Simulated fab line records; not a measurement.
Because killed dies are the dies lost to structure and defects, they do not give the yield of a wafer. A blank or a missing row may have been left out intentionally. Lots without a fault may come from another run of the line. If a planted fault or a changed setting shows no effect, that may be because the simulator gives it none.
A lot that was struck, set against a sound lot | flow gf180mcu | 44 out of 602 route steps
Sound: wafers L650.3, L650.4, L650.5. The struck wafers were L656.2, L656.4, L656.6. The cause is given at the end.
Each step with rows lists, per side, the tool, then ch with its chambers, then its first start. Under that, the readings that differ: sound wafers | struck wafers | difference of the means | sigmas: that difference in standard deviations of wafers without a fault.
alike: same words and numbers on both sides, and readings whose means sit less than 2 such deviations apart. not compared: any withheld reading, any reading some wafer has no value for, any bound like >300 that may hide the same value, and any number with overlapping values for which the record gives no deviation.
Wherever a step has rows on one side only, a row that says differs or no value, or a row with sigmas, the two part there. Numbers that don't overlap but have no deviation are shown without sigmas and don't part them. A reading that every wafer of one side lacks parts them only if that side has two wafers or more.

first, 3 steps without rows for these wafers: GF_CONTACT_CLEAN_20 (cleans in DIW); GF_CONTACT_CLEAN_21 (cleans in dHF, time 20 s); GF_CONTACT_SPUTTER_22 (material Ti, target thk 15 nm, time 80.02 s).
GF_CONTACT_SPUTTER_23: material TiN, target thk 10 nm, time 40 s.
  sound on pvd-sputter-04, day 20 05:43; struck on pvd-sputter-01, day 22 00:26
  alike: throttle-valve-pct
GF_CONTACT_CVD_24: deposits W, target thk 300 nm, time 90.339 s.
  sound on cvd-w-02 ch 0,1, day 20 05:47; struck on cvd-w-02 ch 0,1, day 22 00:28
  alike: heater-power-w
GF_CONTACT_RS_MEAS_25: measurement is done with a four-point probe.
  sound on film-metro-04, day 20 05:54; struck on film-metro-03, day 22 00:35
  alike: CONTACT_W_RS
GF_CONTACT_THK_MEAS_26: measures by xrf.
  sound on film-metro-04, day 20 06:00; struck on film-metro-03, day 22 00:42
  alike: CONTACT_W_THK
then, 1 step without rows for these wafers: GF_CONTACT_CMP_27 (polishes, stops on SiO2, t overpolish 15 s, target thk 0 nm).
GF_M1_SPUTTER_00: material Ti, target thk 37.5 nm, time 150 s.
  sound on pvd-sputter-03, day 20 06:20; struck on pvd-sputter-03, day 22 01:03
  alike: throttle-valve-pct
then, 3 steps without rows for these wafers: GF_M1_SPUTTER_01 (material TiN, target thk 30 nm, time 25 s); GF_M1_SPUTTER_02 (material AlCu, target thk 450 nm, time 23.9 s); GF_M1_SPUTTER_03 (material Ti, target thk 10 nm, time 6.7 s).
GF_M1_SPUTTER_04: material TiN, target thk 50 nm, time 41.7 s.
  sound on pvd-sputter-03, day 20 06:31; struck on pvd-sputter-03, day 22 01:14
  reading                                | sound             | struck            | difference | sigmas
  model.TiN_of_M1_SPUTTER_04.thk-nm (nm) | 49.87 50.26 50.05 | 49.47 49.42 49.26 | -0.68      |
  alike: throttle-valve-pct
GF_M1_RS_MEAS_05: measurement is done with a four-point probe.
  sound on film-metro-04, day 20 06:36; struck on film-metro-01, day 22 01:17
  alike: M1_ALCU_RS
GF_M1_THK_MEAS_06: measures by xrf.
  sound on film-metro-04, day 20 06:42; struck on film-metro-01, day 22 01:24
  alike: M1_ALCU_THK
then, 7 steps without rows for these wafers: GF_M1_DEHYDRATE_07 (time 60 s); GF_M1_HMDS_08 (prime time 60 s); GF_M1_COAT_09 (resist thk 1000 nm); GF_M1_SOFTBAKE_10 (time 60 s); GF_M1_EXPOSE_11 (exposes mask Metal1, target cd 230 nm); GF_M1_PEB_12 (peb time 90 s); GF_M1_DEVELOP_13 (develop time 60 s).
GF_M1_CD_MEAS_14: target cd 230 nm.
  sound on cd-sem-01, day 21 06:52; struck on cd-sem-01, day 23 01:26
  alike: cd-nm
GF_M1_OVL_MEAS_15:
  sound on overlay-02, day 21 06:57; struck on overlay-01, day 23 01:32
  alike: M1_OVL
then, 5 steps without rows for these wafers: GF_M1_METAL_ETCH_16 (etches the open film in Cl2/BCl3, stops on SiO2, target depth 627.5 nm, time 104.6 s); GF_M1_STRIP_17 (strips in O2/N2); GF_M1_STRIP_18 (strips in post etch residue remover, time 1200 s); GF_M1_CLEAN_19 (cleans in DIW); GF_V1_CVD_00 (deposits SiO2, target thk 600 nm, time 100 s).
GF_V1_THK_MEAS_01:
  sound on film-metro-01, day 21 07:43; struck on film-metro-03, day 23 02:20
  alike: V1_CVD_00_THK
GF_V1_CVD_02: deposits SiO2 from TEOS, target thk 850 nm, time 94.851 s.
  sound on pecvd-04 ch 0,1, day 21 07:46; struck on pecvd-03 ch 0,1, day 23 02:23
  alike: heater-power-w
GF_V1_THK_MEAS_03:
  sound on film-metro-02, day 21 07:51; struck on film-metro-01, day 23 02:28
  alike: V1_CVD_02_THK
GF_V1_CMP_04: polishes SiO2.
  sound on cmp-01 ch 0,2,3, day 21 07:53; struck on cmp-02 ch 0,3, day 23 02:34
  alike: motor-current-A, time-to-endpoint-s
GF_V1_BOW_MEAS_05:
  sound on film-metro-01, day 21 08:14; struck on film-metro-01, day 23 02:50
  alike: V1_BOW
then, 8 steps without rows for these wafers: GF_V1_DEHYDRATE_06 (time 60 s); GF_V1_HMDS_07 (prime time 60 s); GF_V1_COAT_08; GF_V1_COAT_09 (resist thk 1000 nm); GF_V1_SOFTBAKE_10 (time 60 s); GF_V1_EXPOSE_11 (exposes mask Via1, target cd 260 nm); GF_V1_PEB_12 (peb time 90 s); GF_V1_DEVELOP_13 (develop time 60 s).
GF_V1_STRIP_19: strips in post etch residue remover, time 1200 s.
  sound on wet-bench-03 ch 1, day 22 08:22; struck on wet-bench-01 ch 0, day 24 02:48
  reading                                | sound             | struck            | difference | sigmas
  model.TiN_of_M1_SPUTTER_04.thk-nm (nm) | 49.03 49.42 49.21 | 48.63 48.58 48.42 | -0.68      |
GF_PASSIVATION_PROBE_99:
  rows exist in the record for the sound wafers here (prober-02, day 32 07:07), none for the struck ones

WHERE THEY PART
GF_PASSIVATION_PROBE_99 only, going by this record.

WHY: whatever the simulator had introduced
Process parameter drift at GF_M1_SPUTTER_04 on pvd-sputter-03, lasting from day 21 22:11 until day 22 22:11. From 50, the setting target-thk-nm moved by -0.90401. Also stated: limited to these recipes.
